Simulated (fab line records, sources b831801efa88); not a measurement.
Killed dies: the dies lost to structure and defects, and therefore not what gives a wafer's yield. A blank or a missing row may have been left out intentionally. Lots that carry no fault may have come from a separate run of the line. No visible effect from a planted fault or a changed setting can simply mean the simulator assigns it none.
2 desks looking at one fault -- flow sky130 -- each desk has only its own numbers; what lay behind them comes last

## FOR THE TOOL OWNER'S DESK: implanter-01
For each lot that ran on this tool, the mean over its sampled wafers that have a number, from the tool's own readings at SKY_LDD_P_IMPLANT_09. Marked OUT: a lot whose mean sits more than 4 standard deviations from the usual mean, which makes it out of limits; the brackets give that distance.
Columns: A = beam energy keV at SKY_LDD_P_IMPLANT_09, usual 25.002
lot,first seen here,A
L387,day 20 00:04,25.008
L390,day 20 21:55,25.004
L393,day 21 16:18,24.999
L394,day 21 21:49,25.002
L403,day 24 21:53,28.667 (+99 or more) OUT
L406,day 26 00:41,28.663 (+99 or more) OUT
This desk finds L403, L406 out of limits, L403 being first, at day 24 21:53 (beam energy keV at SKY_LDD_P_IMPLANT_09). In limits: L387, L390, L393, L394.

## FROM THE METROLOGY DESK
Means of the sampled wafers that have a number, per lot and without regard to the tool the lot ran on: this is what the gauges read. Marked OUT: a lot whose mean sits more than 4 standard deviations from the usual mean, which makes it out of limits; the brackets give that distance.
Columns: A = cd nm at SKY_SONOS_ONO_CD_MEAS_13, usual 410.3 nm; B = POLY_GATE_OXIDATION_THK at SKY_POLY_GATE_THK_MEAS_21, usual 3.99 nm; C = LDD_P_TW at SKY_LDD_P_TW_MEAS_11, usual 639.7
lot,first seen here,A,B,C
L387,day 13 10:26,412.3,4.03,641.7
L389,day 13 14:28,408.5,4.01,640.5
L390,day 14 06:13,411.9,4.12,639.3
L391,day 14 08:29,409.2,3.96,643.0
L392,day 14 20:37,409.9,3.98,641.1
L393,day 14 22:34,408.2,3.95,636.4
L394,day 15 03:37,409.1,3.97,636.5
L396,day 15 18:58,410.8,4.09,640.8
L397,day 16 07:14,409.2,3.97,642.1
L400,day 17 12:06,408.5,3.96,640.7
L403,day 18 01:37,409.7,3.95,661.8 (+8.8) OUT
L406,day 19 06:51,410.1,3.98,663.2 (+9.4) OUT
Finding of this desk: L403, L406 out of limits, first seen on L403 at day 24 22:07 (LDD_P_TW at SKY_LDD_P_TW_MEAS_11). In limits: L387, L389, L390, L391, L392, L393, L394, L396, L397, L400.

## PUT TOGETHER
An alarm could have come from the tool owner's desk at day 24 21:53, on L403, L406.
The metrology desk could have raised an alarm at day 24 22:07, on L403, L406.
Every lot named ran SKY_LDD_P_IMPLANT_09 on implanter-01.

## WHAT WAS PUT IN BY THE SIMULATOR
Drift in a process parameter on implanter-01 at SKY_LDD_P_IMPLANT_09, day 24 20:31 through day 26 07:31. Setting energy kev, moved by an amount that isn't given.
Lots struck among those shown: L403, L406.
Time in hours from fault onset to the first out-of-limits reading at each desk: tool owner's desk 1, metrology desk 2.
